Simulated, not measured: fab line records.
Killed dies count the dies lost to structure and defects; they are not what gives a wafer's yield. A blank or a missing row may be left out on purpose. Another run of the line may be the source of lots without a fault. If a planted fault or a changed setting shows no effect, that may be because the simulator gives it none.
Chamber matching ; flow sky130 ; pecvd-03 running SKY_CAP2M_CVD_00: 3 sister chambers
The step deposits SiO2, target thk 15.5 nm. 3 wafers are shown with their chamber, then 11 later ones without.

== WAFERS WITH THEIR CHAMBER ==
wafer;chamber;heater_power_w (W)
L082.6;1;605
L083.6;2;778
L089.2;0;726

== WAFERS WITHOUT THEIR CHAMBER ==
wafer;heater_power_w (W)
L089.3;722
L089.4;683
L090.2;732
L090.3;707
L090.4;723
L094.2;697
L094.3;711
L094.6;715
L096.4;738
L096.5;752
L096.6;631

== WHICH CHAMBER EACH WENT THROUGH ==
wafer;from the rows above;in truth
L089.3;0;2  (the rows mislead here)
L089.4;can't be placed: 0 or 1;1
L090.2;can't be placed: 0 or 2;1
L090.3;0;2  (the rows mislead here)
L090.4;0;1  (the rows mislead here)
L094.2;0;0
L094.3;0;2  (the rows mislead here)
L094.6;0;0
L096.4;can't be placed: 0 or 2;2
L096.5;can't be placed: 0 or 2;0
L096.6;1;1
Correct placement for 3 of the 11. These rows do not allow placing 4 (true chamber among the candidates in 3). Placed wrongly: 4.
How it was worked out, from the rows above alone: a wafer's distance from a chamber is the root of the sum, over the readings, of the square of ((its reading less the chamber's mean) divided by the reading's scatter). The wafer belongs to the nearest chamber; if the next one is less than 2 further off, it can't be placed. For every chamber, the mean is computed from those of its wafers that are shown. The scatter: with one shown wafer a chamber, the root of the mean of the squares of how far each hidden wafer lies from its nearest shown one.
